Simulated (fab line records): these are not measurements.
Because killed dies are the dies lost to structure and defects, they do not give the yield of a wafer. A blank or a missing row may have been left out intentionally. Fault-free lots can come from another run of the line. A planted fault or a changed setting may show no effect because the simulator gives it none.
The tool behind it: which one? | flow sky130 | 11 lots with 33 wafers sampled at 4 steps, on a route of 708 steps

WHAT THE GAUGES READ, wafer by wafer
SKY_VIA3_THK_MEAS_01. Usual: VIA3_HDPCVD_THK typically reads 1622 nm, with standard deviation 15.
lot  | measured     | on            | VIA3_HDPCVD_THK (nm) | flag
L971 | day 39 05:59 | film-metro-02 | 1628 1615 1624       |
L972 | day 39 09:54 | film-metro-01 | 1581 1592 1602       |
L973 | day 39 18:44 | film-metro-01 | 1605 1636 1616       |
L975 | day 40 14:04 | film-metro-03 | 1724 1742 1709       | OFF
L978 | day 41 17:56 | film-metro-01 | 1727 1739 1730       | OFF
L988 | day 44 02:53 | film-metro-03 | 1637 1637 1591       |
L987 | day 44 04:36 | film-metro-02 | 1578 1593 1590       |
L989 | day 44 11:26 | film-metro-03 | 1618 1632 1604       |
L990 | day 44 13:42 | film-metro-02 | 1622 1625 1645       |
L991 | day 44 19:55 | film-metro-02 | 1637 1626 1622       |
L993 | day 45 10:02 | film-metro-01 | 1623 1624 1632       |

TOOL THAT RAN EACH LOT (tool first, then ch and the chambers of the sampled wafers, then the start)
lot  | SKY_METAL3_ETCH_17                 | SKY_METAL3_METAL_ETCH_18          | SKY_VIA3_HDPCVD_00
L971 | rie-diel-01 ch 0,3, day 39 04:59   | rie-metal-02 ch 0,1, day 39 05:04 | hdpcvd-02 ch 0,1,2, day 39 05:52
L972 | rie-diel-04 ch 0,1,2, day 39 08:56 | rie-metal-02 ch 0,1, day 39 08:57 | hdpcvd-02 ch 0,1, day 39 09:44
L973 | rie-diel-04 ch 2,3, day 39 17:44   | rie-metal-03 ch 0, day 39 17:45   | hdpcvd-02 ch 0,1,2, day 39 18:33
L975 | rie-diel-02 ch 1,2, day 40 12:51   | rie-metal-04 ch 0, day 40 13:03   | hdpcvd-02 ch 0,1,2, day 40 13:57
L978 | rie-diel-01 ch 0,2,3, day 41 16:59 | rie-metal-02 ch 0,1, day 41 17:00 | hdpcvd-02 ch 0,1, day 41 17:46
L988 | rie-diel-04 ch 0,1,2, day 44 01:53 | rie-metal-04 ch 0,1, day 44 01:54 | hdpcvd-01 ch 0,1, day 44 02:42
L987 | rie-diel-04 ch 0,1,3, day 44 03:38 | rie-metal-04 ch 0,1, day 44 03:40 | hdpcvd-02 ch 0,2, day 44 04:26
L989 | rie-diel-01 ch 0,2, day 44 10:20   | rie-metal-04 ch 0,1, day 44 10:21 | hdpcvd-01 ch 0,2, day 44 11:16
L990 | rie-diel-04 ch 1,2,3, day 44 12:20 | rie-metal-02 ch 0,1, day 44 12:21 | hdpcvd-01 ch 0,1, day 44 13:31
L991 | rie-diel-02 ch 1,2, day 44 18:53   | rie-metal-02 ch 0,1, day 44 18:55 | hdpcvd-01 ch 1,2, day 44 19:44
L993 | rie-diel-01 ch 1,2, day 45 08:56   | rie-metal-03 ch 0,1, day 45 08:58 | hdpcvd-02 ch 0,1, day 45 09:51
- SKY_METAL3_ETCH_17: etches SiO2 in C4F8/O2/Ar, stops on TiN, time 3.9 s, target depth 15 nm.
- SKY_METAL3_METAL_ETCH_18: etches the open film in Cl2/BCl3, stops on SiO2, target depth 845 nm, time 183.1 s.
- SKY_VIA3_HDPCVD_00: deposits SiO2, target thk 1635 nm, time 272.5 s.

WHAT THE TOOLS THEMSELVES READ (means of the sampled wafers that have a number; where no wafer has one, the mark that the record gives instead)
SKY_METAL3_ETCH_17. Usual: oes-product-au at 0.752 a.u., with a standard deviation of 0.0063.
lot  | tool        | oes-product-au (a.u.) | flag
L971 | rie-diel-01 | 0.754                 |
L972 | rie-diel-04 | 0.750                 |
L973 | rie-diel-04 | 0.753                 |
L975 | rie-diel-02 | 0.749                 |
L978 | rie-diel-01 | 0.752                 |
L988 | rie-diel-04 | 0.756                 |
L987 | rie-diel-04 | 0.756                 |
L989 | rie-diel-01 | 0.747                 |
L990 | rie-diel-04 | 0.747                 |
L991 | rie-diel-02 | 0.750                 |
L993 | rie-diel-01 | 0.751                 |

SKY_METAL3_METAL_ETCH_18. Usual: drypump-motor-current-A 6.07 A, standard deviation 0.27; oes-product-au 0.866 a.u., standard deviation 0.0064; throttle-valve-pct 22.264 %, standard deviation 0.0087.
lot  | tool         | drypump-motor-current-A (A) | oes-product-au (a.u.) | throttle-valve-pct (%) | flag
L971 | rie-metal-02 | 6.12                        | 0.870                 | 22.267                 |
L972 | rie-metal-02 | 5.90                        | 0.862                 | 22.262                 |
L973 | rie-metal-03 | 6.22                        | 0.868                 | 22.257                 |
L975 | rie-metal-04 | 5.84                        | 0.868                 | 22.273                 |
L978 | rie-metal-02 | 5.89                        | 0.866                 | 22.269                 |
L988 | rie-metal-04 | 6.02                        | 0.868                 | 22.281                 |
L987 | rie-metal-04 | 6.00                        | 0.865                 | 22.265                 |
L989 | rie-metal-04 | 6.16                        | 0.860                 | 22.270                 |
L990 | rie-metal-02 | 5.90                        | 0.861                 | 22.262                 |
L991 | rie-metal-02 | 6.12                        | 0.872                 | 22.267                 |
L993 | rie-metal-03 | 6.12                        | 0.862                 | 22.269                 |

SKY_VIA3_HDPCVD_00. Usual: run-length-s at 300.0 s, with a standard deviation of 0.53.
lot  | tool      | run-length-s (s) | flag
L971 | hdpcvd-02 | 299.6            |
L972 | hdpcvd-02 | 300.2            |
L973 | hdpcvd-02 | 299.7            |
L975 | hdpcvd-02 | 315.5            | OFF
L978 | hdpcvd-02 | 315.6            | OFF
L988 | hdpcvd-01 | 300.1            |
L987 | hdpcvd-02 | 299.9            |
L989 | hdpcvd-01 | 300.7            |
L990 | hdpcvd-01 | 299.9            |
L991 | hdpcvd-01 | 299.9            |
L993 | hdpcvd-02 | 300.3            |

THE ANSWER, worked out from the rows above alone
Rule: lot off if the mean of its wafers having a number is beyond 3 standard deviations from the usual mean. Also off: a lot with no number at a reading for which 4 or more lots have one. The other lots that the step has rows for count as sound. The gauges are gone through in route order, then the tools' own readings, and for those a lot's mean is taken as printed above. At the first step where some lot is off, the reading lying furthest off is the one used; lots without a number count as furthest.
Off: L975, L978, at SKY_VIA3_THK_MEAS_01 (VIA3_HDPCVD_THK).
A tool fits if, at a process step before that reading, it ran every lot that is off, and no sound lot after the first of them. The gauges at SKY_VIA3_THK_MEAS_01 aren't tried: what is off there is off at SKY_VIA3_HDPCVD_00 too, on other tools, and a gauge's error can't cause that. No candidate that was tried fits.

WHAT THE SIMULATOR HAD PUT IN
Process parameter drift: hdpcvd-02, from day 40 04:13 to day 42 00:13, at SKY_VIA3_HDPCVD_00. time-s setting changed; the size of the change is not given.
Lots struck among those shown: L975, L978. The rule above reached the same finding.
